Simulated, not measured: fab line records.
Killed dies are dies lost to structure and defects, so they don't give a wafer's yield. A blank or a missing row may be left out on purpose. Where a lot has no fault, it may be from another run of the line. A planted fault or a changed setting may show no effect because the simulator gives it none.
fab line records	flow sky130
[record] lots = 14	wafers = 42	lastDay = 50
route steps=708 shown CAPM@551 VIA3@574 METAL4@602 CAP2M@605
lots that met no fault: taken from a fault-free run of the same line
startH: hours from the record's opening day to when the first of the lot's shown wafers began	waitH: hours from the lot's prior step to this one	" as in the row above	L1.1+2: one row covering several wafers at once	- value missing, or start not given	* or withheld: withheld	< > ~ a bound
route shown NAME@n: NAME is a module with steps in the file, n the number in the route of the first one	usual: the fault-free wafers' mean and standard deviation	same: alike in all rows	chamber/n: place in a boat	sites: the reading at each site	_std_site: the values' standard deviation	_edge_site: outer sites' mean less inner sites'	radiusMm: for every site, how far away it sits from the centre of the wafer	mask NAME#n: copy n	behind: tool/chamber where the wafer was last shaped	hold: why the lot went on hold/how many hours it stayed there/how the hold came to an end	device: the transistor (n, p or np) that didn't switch	end of line: the same wafers' tests at the end of the route	for a step that has no rows: nothing shown but its recipe	killed: at the first sort, the dies lost to defects and structure; wafer yield is something else	map: a wafer's dies, marking killed ones x, the rest . and places with no die _
set.NAME: the run value of the setting; set.NAME@STEP: its run value at that earlier step	model.NAME: the simulator's own value behind a step, which no gauge read
steps of the route over a sample of lots; a table a step, a row a wafer
services: the hour from which a tool's chamber was out of use, counted from the record's first day as startH (under 0 if before that day), plus the number of hours and why
[[steps]]
[step SKY_CAPM_STRIP_14]
[recipe] chemistry = O2/N2	powerW = 1400	pressureMtorr = 1500	platenTempC = withheld	o2FlowSccm = 3000	n2FlowSccm = 300	overashFraction = 0.5
[usual] drypumpMotorCurrentA = 5.7/0.35	oesProductAu = 0.711/0.0042	stripTimeToEndpointS = 12.71/0.058
lot.wafer	tool	chamber	startH	waitH	drypumpMotorCurrentA	oesProductAu	rfHoursCounterH	stripTimeToEndpointS
L959.1	plasmaAsher-02	0	885.11	0.1	5.6	0.714	44	12.73
L959.2	"	1	"	"	5.7	0.711	44	12.78
L959.5	"	1	"	"	5.8	0.711	-	12.81
L964.2	plasmaAsher-04	1	919.64	0.1	5.7	0.714	74	12.72
L964.4	"	0	"	"	6.0	0.711	-	12.72
L964.5	"	1	"	"	5.7	0.718	-	12.68
L965.3	plasmaAsher-04	1	930.89	0.1	5.7	0.713	-	12.74
L965.4	"	0	"	"	6.0	0.712	-	12.80
L965.5	"	0	"	"	6.0	0.715	-	12.79
L966.3	plasmaAsher-04	1	942.95	0.1	5.7	0.704	-	12.59
L966.4	"	0	"	"	5.9	0.705	-	12.63
L966.6	"	0	"	"	6.0	0.707	-	12.60
L969.1	plasmaAsher-03	0	967.66	0.1	5.1	0.709	120	12.76
L969.3	"	1	"	"	6.0	0.708	-	12.62
L969.5	"	0	"	"	5.0	0.708	-	12.66
L970.1	plasmaAsher-04	0	972.96	0.1	6.0	0.713	81	12.78
L970.4	"	1	"	"	5.7	0.705	-	12.72
L970.6	"	0	"	"	6.0	0.717	-	12.68
L973.2	plasmaAsher-04	0	995.79	0.1	6.0	0.713	84	12.81
L973.3	"	1	"	"	5.7	0.718	-	12.72
L973.4	"	0	"	"	6.0	0.706	-	12.78
L974.2	plasmaAsher-04	1	1000.05	0.1	5.7	0.703	85	12.62
L974.5	"	0	"	"	6.0	0.716	-	12.58
L974.6	"	1	"	"	5.7	0.714	-	12.68
L975.1	plasmaAsher-04	0	1003.29	0.1	6.0	0.706	85	12.64
L975.4	"	1	"	"	5.7	0.705	-	12.66
L975.5	"	0	"	"	6.0	0.707	-	12.65
L977.1	plasmaAsher-02	1	1013.70	0.1	5.8	0.716	49	12.73
L977.2	"	0	"	"	5.7	0.711	49	12.78
L977.4	"	0	"	"	5.6	0.713	-	12.77
L979.2	plasmaAsher-03	1	1021.25	0.1	6.0	0.706	127	12.73
L979.3	"	0	"	"	5.1	0.708	-	12.77
L979.5	"	0	"	"	5.1	0.710	-	12.81
L980.1	plasmaAsher-04	1	1034.51	0.1	5.7	0.717	88	12.65
L980.3	"	0	"	"	5.9	0.706	-	12.62
L980.5	"	1	"	"	5.7	0.709	-	12.66
L981.1	plasmaAsher-03	0	1038.74	0.1	5.1	0.710	129	12.78
L981.5	"	0	"	"	5.1	0.712	-	12.72
L981.6	"	1	"	"	6.0	0.708	-	12.71
L982.2	plasmaAsher-02	0	1038.95	0.1	5.6	0.704	52	12.70
L982.3	"	1	"	"	5.8	0.717	-	12.69
L982.4	"	0	"	"	5.6	0.707	-	12.67
[step SKY_VIA3_THK_MEAS_01]
[recipe] reads = SiO2_of_VIA3_HDPCVD_00
[usual] VIA3_HDPCVD_THK = 1634/19
lot.wafer	tool	chamber	startH	waitH	VIA3_HDPCVD_THK[nm]
L959.1	filmMetro-03	-	913.31	0.1	1606
L959.2	"	-	"	"	1605
L959.5	"	-	"	"	1619
L964.2	filmMetro-03	-	946.58	0.1	1629
L964.4	"	-	"	"	1637
L964.5	"	-	"	"	1629
L965.3	filmMetro-04	-	957.67	0.1	1648
L965.4	"	-	"	"	1652
L965.5	"	-	"	"	1660
L966.3	filmMetro-01	-	968.53	0.1	1666
L966.4	"	-	"	"	1664
L966.6	"	-	"	"	1632
L969.1	filmMetro-03	-	994.05	0.2	1655
L969.3	"	-	"	"	1615
L969.5	"	-	"	"	1629
L970.1	filmMetro-03	-	998.77	0.1	1621
L970.4	"	-	"	"	1635
L970.6	"	-	"	"	1680
L973.2	filmMetro-01	-	1019.98	0.1	1633
L973.3	"	-	"	"	1642
L973.4	"	-	"	"	1665
L974.2	filmMetro-01	-	1025.98	0.1	1618
L974.5	"	-	"	"	1623
L974.6	"	-	"	"	1649
L975.1	filmMetro-01	-	1028.12	0.1	1645
L975.4	"	-	"	"	1655
L975.5	"	-	"	"	1647
L977.1	filmMetro-04	-	1038.97	0.1	1620
L977.2	"	-	"	"	1620
L977.4	"	-	"	"	1663
L979.2	filmMetro-04	-	1045.12	0.1	1628
L979.3	"	-	"	"	1623
L979.5	"	-	"	"	1620
L980.1	filmMetro-04	-	1058.50	0.1	1614
L980.3	"	-	"	"	1576
L980.5	"	-	"	"	1649
L981.1	filmMetro-03	-	1063.37	0.1	1609
L981.5	"	-	"	"	1658
L981.6	"	-	"	"	1620
L982.2	filmMetro-01	-	1063.55	0.1	1604
L982.3	"	-	"	"	1621
L982.4	"	-	"	"	1617
[step SKY_METAL4_SPUTTER_04]
[recipe] material = TiN	targetThkNm = 70	powerW = 6500	timeS = 58.3	chamberPressurePa = 0.4
[usual] cathodeDcPowerW = 6499.9/1.1	chamberPressurePa = 0.3999/0.00073	throttleValvePct = 29.5/0.68
lot.wafer	tool	chamber	startH	waitH	cathodeDcPowerW	chamberPressurePa	throttleValvePct
L959.1	pvdSputter-03	-	940.63	0.0	6501.1	0.4010	31.0
L959.2	"	-	"	"	6500.3	0.3996	29.1
L959.5	"	-	"	"	6498.9	0.3998	29.0
L964.2	pvdSputter-03	-	972.95	0.0	6500.5	0.4003	29.5
L964.4	"	-	"	"	6500.7	0.4007	29.8
L964.5	"	-	"	"	6499.9	0.4004	29.9
L965.3	pvdSputter-03	-	984.65	0.0	6501.1	0.4004	30.0
L965.4	"	-	"	"	6500.4	0.3981	30.7
L965.5	"	-	"	"	6500.7	0.3996	29.8
L966.3	pvdSputter-04	-	994.27	0.0	6499.0	0.3993	29.0
L966.4	"	-	"	"	6500.0	0.4012	29.6
L966.6	"	-	"	"	6499.8	0.3986	28.9
L969.1	pvdSputter-03	-	1019.21	0.0	-	-	-
L969.3	"	-	"	"	-	-	-
L969.5	"	-	"	"	-	-	-
L970.1	pvdSputter-03	-	1024.43	0.0	-	-	-
L970.4	"	-	"	"	-	-	-
L970.6	"	-	"	"	-	-	-
L973.2	pvdSputter-01	-	1044.51	0.0	6499.3	0.4004	30.8
L973.3	"	-	"	"	6500.6	0.3987	28.7
L973.4	"	-	"	"	6500.5	0.3996	28.9
L974.2	pvdSputter-03	-	1049.63	0.0	6501.5	0.3987	30.9
L974.5	"	-	"	"	6500.7	0.3994	30.8
L974.6	"	-	"	"	6500.4	0.4004	30.0
L975.1	pvdSputter-01	-	1052.35	0.0	6498.9	0.3989	31.0
L975.4	"	-	"	"	6498.2	0.3995	28.8
L975.5	"	-	"	"	6499.1	0.3991	31.0
L977.1	pvdSputter-04	-	1063.63	0.0	6501.7	0.4009	28.9
L977.2	"	-	"	"	6501.2	0.4000	29.5
L977.4	"	-	"	"	6500.2	0.3988	29.8
L979.2	pvdSputter-03	-	1068.92	0.0	6499.4	0.4007	29.9
L979.3	"	-	"	"	6499.8	0.3989	31.0
L979.5	"	-	"	"	6499.5	0.3993	29.8
L980.1	pvdSputter-03	-	1081.87	0.0	6502.7	0.4008	29.8
L980.3	"	-	"	"	6499.6	0.3998	29.3
L980.5	"	-	"	"	6499.6	0.3987	29.0
L981.1	pvdSputter-01	-	1087.45	0.0	6500.1	0.4000	28.5
L981.5	"	-	"	"	6500.5	0.3996	28.6
L981.6	"	-	"	"	6500.1	0.3993	29.0
L982.2	pvdSputter-04	-	1087.75	0.0	6498.9	0.4000	29.5
L982.3	"	-	"	"	6498.8	0.3990	29.4
L982.4	"	-	"	"	6501.0	0.4003	29.4
[step SKY_CAP2M_SPUTTER_02]
[recipe] material = TiN	targetThkNm = 200	tempC = 300	powerW = 6500	timeS = 166.7	chamberPressurePa = 0.4
[usual] cathodeDcPowerW = 6500.0/1.3	chamberPressurePa = 0.4000/0.00074	susceptorTempC = 300.02/0.19	throttleValvePct = 30.1/0.77
lot.wafer	tool	chamber	startH	waitH	cathodeDcPowerW	chamberPressurePa	susceptorTempC	throttleValvePct
L959.1	pvdSputter-01	-	940.76	0.1	6496.7	0.4014	299.76	30.8
L959.2	"	-	"	"	6501.8	0.3990	299.91	28.2
L959.5	"	-	"	"	6500.4	0.4004	299.80	28.8
L964.2	pvdSputter-02	-	973.08	0.0	6498.5	0.4000	299.76	30.2
L964.4	"	-	"	"	6498.5	0.3978	299.98	30.5
L964.5	"	-	"	"	6501.6	0.4001	299.80	30.1
L965.3	pvdSputter-02	-	984.78	0.0	6500.1	0.4001	300.23	30.3
L965.4	"	-	"	"	6499.0	0.4011	300.19	30.3
L965.5	"	-	"	"	6501.1	0.4007	299.95	31.2
L966.3	pvdSputter-01	-	994.40	0.0	6500.3	0.4004	299.71	28.6
L966.4	"	-	"	"	6498.2	0.3985	300.06	28.9
L966.6	"	-	"	"	6500.9	0.4002	300.13	28.4
L969.1	pvdSputter-01	-	1019.34	0.1	6499.6	0.3997	300.21	30.9
L969.3	"	-	"	"	6501.6	0.3999	300.14	28.9
L969.5	"	-	"	"	6501.6	0.4005	299.62	28.8
L970.1	pvdSputter-01	-	1024.56	0.1	6499.8	0.3997	299.93	28.7
L970.4	"	-	"	"	6499.6	0.3995	299.98	31.0
L970.6	"	-	"	"	6501.0	0.3996	299.79	31.0
L973.2	pvdSputter-03	-	1044.64	0.0	6499.8	0.4003	299.87	29.7
L973.3	"	-	"	"	6498.2	0.4002	299.76	29.0
L973.4	"	-	"	"	6502.3	0.4010	299.86	29.5
L974.2	pvdSputter-02	-	1049.76	0.0	6502.3	0.4000	299.95	30.1
L974.5	"	-	"	"	6500.3	0.4001	300.36	30.3
L974.6	"	-	"	"	6499.1	0.4010	299.98	31.3
L975.1	pvdSputter-03	-	1052.48	0.1	6502.3	0.4007	299.81	30.7
L975.4	"	-	"	"	6497.5	0.4014	299.93	31.1
L975.5	"	-	"	"	6501.6	0.4001	300.29	29.5
L977.1	pvdSputter-02	-	1063.77	0.1	6501.4	0.4017	300.06	30.5
L977.2	"	-	"	"	6501.1	0.3995	300.32	30.4
L977.4	"	-	"	"	6499.1	0.4005	299.87	30.3
L979.2	pvdSputter-02	-	1069.05	0.0	6497.8	0.3993	299.59	30.4
L979.3	"	-	"	"	6501.4	0.4002	300.04	30.5
L979.5	"	-	"	"	6500.5	0.4003	299.79	30.5
L980.1	pvdSputter-02	-	1082.00	0.1	6500.7	0.3993	300.18	30.3
L980.3	"	-	"	"	6499.0	0.4000	299.85	30.3
L980.5	"	-	"	"	6500.9	0.3997	300.10	30.4
L981.1	pvdSputter-02	-	1087.58	0.1	6499.2	0.3998	300.15	30.2
L981.5	"	-	"	"	6501.0	0.4001	300.26	30.5
L981.6	"	-	"	"	6499.3	0.3998	299.96	30.2
L982.2	pvdSputter-03	-	1087.88	0.0	6500.9	0.3991	300.06	30.9
L982.3	"	-	"	"	6499.7	0.4008	300.18	29.4
L982.4	"	-	"	"	6501.0	0.3987	300.04	29.0
[step SKY_METAL4_METAL_ETCH_18]
[recipe] targetDepthA = 8450	stopOn = SiO2	overEtchFrac = 0.3	timeS = 183.1	chemistry = Cl2/BCl3	resistSidewallDeg = 88	pressureMtorr = 10	icpW = 900	biasW = 48.5	Cl2_flow_sccm = 60	bcl3FlowSccm = 30
[usual] drypumpMotorCurrentA = 5.7/0.5	heBacksideLeakSccm = 3.31/0.25	oesProductAu = 0.868/0.0067	throttleValvePct = 22.264/0.0093
lot.wafer	tool	chamber	startH	waitH	drypumpMotorCurrentA	heBacksideLeakSccm	oesProductAu	rfHoursCounterH	throttleValvePct
L959.1	rieMetal-02	0	990.08	0.0	6.6	3.69	0.873	7	22.262
L959.2	"	1	"	"	5.8	3.21	0.870	1	22.267
L959.5	"	1	"	"	5.8	3.15	0.880	-	22.252
L964.2	rieMetal-01	0	1021.14	0.0	6.0	3.03	0.858	21	22.265
L964.4	"	1	"	"	6.0	3.18	0.876	-	22.252
L964.5	"	0	"	"	6.0	2.86	0.853	-	22.268
L965.3	rieMetal-01	0	1031.70	0.1	6.0	2.96	0.873	-	22.262
L965.4	"	1	"	"	5.9	3.13	0.873	-	22.256
L965.5	"	0	"	"	6.0	2.93	0.851	-	22.266
L966.3	rieMetal-01	0	1042.15	0.1	6.0	3.18	0.871	-	22.267
L966.4	"	1	"	"	6.0	3.08	0.857	-	22.278
L966.6	"	1	"	"	6.0	3.32	0.869	-	22.261
L969.1	rieMetal-04	1	1064.95	0.0	5.1	3.54	0.827	5	22.266
L969.3	"	0	"	"	5.0	3.28	0.823	-	22.247
L969.5	"	1	"	"	5.1	3.67	0.826	-	22.263
L970.1	rieMetal-02	0	1069.03	0.0	6.6	3.47	0.820	11	22.263
L970.4	"	1	"	"	5.8	3.12	0.824	-	22.253
L970.6	"	1	"	"	5.8	3.24	0.834	-	22.270
L973.2	rieMetal-02	1	1089.28	0.0	5.8	3.15	0.867	7	22.256
L973.3	"	0	"	"	6.6	3.33	0.866	-	22.266
L973.4	"	1	"	"	5.8	3.27	0.866	-	22.263
L974.2	rieMetal-01	1	1093.59	0.0	6.0	3.20	0.879	20	22.269
L974.5	"	1	"	"	6.0	3.30	0.880	-	22.260
L974.6	"	0	"	"	6.0	3.19	0.872	-	22.279
L975.1	rieMetal-04	0	1095.13	0.0	5.1	3.38	0.866	20	22.261
L975.4	"	0	"	"	5.1	3.26	0.868	-	22.283
L975.5	"	0	"	"	5.1	3.41	0.868	-	22.273
L977.1	rieMetal-02	1	1106.35	0.0	5.8	3.34	0.867	8	22.268
L977.2	"	0	"	"	6.6	3.11	0.869	14	22.259
L977.4	"	0	"	"	6.6	3.35	0.872	-	22.263
L979.2	rieMetal-04	1	1112.03	0.0	5.1	3.68	0.862	9	22.267
L979.3	"	1	"	"	5.1	3.67	0.873	-	22.271
L979.5	"	0	"	"	5.0	3.38	0.866	-	22.270
L980.1	rieMetal-01	1	1123.85	0.0	6.0	3.24	0.872	22	22.268
L980.3	"	1	"	"	6.0	3.13	0.882	-	22.256
L980.5	"	0	"	"	6.0	3.07	0.876	-	22.274
L981.1	rieMetal-02	0	1129.18	0.0	6.6	3.38	0.872	15	22.262
L981.5	"	0	"	"	6.6	3.40	0.869	-	22.256
L981.6	"	1	"	"	5.8	3.06	0.878	-	22.263
L982.2	rieMetal-01	1	1129.20	0.0	6.0	3.18	0.860	23	22.263
L982.3	"	0	"	"	6.0	3.16	0.874	-	22.277
L982.4	"	1	"	"	6.0	3.29	0.866	-	22.262
[[services]]
tool	chamber	startH	hours	kind
pvdSputter-04	-	871.07	0.6	repair
pvdSputter-04	-	878.24	1.3	repair
plasmaAsher-02	-	893.10	11.7	pm
rieMetal-01	1	902.56	12.2	repair
pvdSputter-01	0	910.55	-	consumableReplace:kit
plasmaAsher-02	-	922.01	75.3	repair
pvdSputter-02	-	941.62	1.5	repair
pvdSputter-03	1	944.59	-	consumableReplace:kit
pvdSputter-03	1	944.59	18.0	scheduledDown
pvdSputter-03	1	944.59	18.0	ventCycle
pvdSputter-01	-	972.30	1.1	repair
plasmaAsher-02	-	975.36	0.6	repair
rieMetal-02	-	977.29	10.0	pm
pvdSputter-03	-	998.02	3.0	repair
pvdSputter-03	-	1011.24	1.3	repair
pvdSputter-02	-	1034.83	4.2	repair
plasmaAsher-04	-	1036.06	6.7	pm
pvdSputter-04	-	1037.13	13.5	repair
pvdSputter-03	0	1046.39	-	consumableReplace:kit
pvdSputter-03	0	1046.39	18.0	scheduledDown
pvdSputter-03	0	1046.39	18.0	ventCycle
rieMetal-02	0	1046.68	10.3	repair
plasmaAsher-03	-	1055.34	9.0	pm
pvdSputter-02	-	1123.57	1.4	repair
[[key]]
[firstSign] step = SKY_METAL4_SPUTTER_04	reading = toolRecord	direction = missing
[effect] step = SKY_METAL4_METAL_ETCH_18	reading = oesProductAu	direction = down	sigmas = 6.3	usual = 0.868	struck = 0.826
metAt SKY_METAL4_SPUTTER_04
struckLots L969,L970
laterRowsLeftOut L969.1,L969.3,L969.5,L970.1,L970.4,L970.6
sortLeftOut L969.1,L969.3,L969.5,L970.1,L970.4,L970.6
notActingAt SKY_CAPM_STRIP_14,SKY_VIA3_THK_MEAS_01,SKY_CAP2M_SPUTTER_02
onsetBetween 984.65 1019.21
[fault] kind = skippedStepWhole	tool = pvdSputter-03	chamber = -	onsetH = 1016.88	steps = SKY_METAL4_SPUTTER_04	scope = struckLotsOnly
// sortLeftOut: the simulated sort isn't trusted on such a fault, so these wafers' sort isn't shown, and their yield isn't known
// laterRowsLeftOut: the simulator's readings of these wafers behind a module that went badly wrong aren't trusted and aren't shown, but for the sort
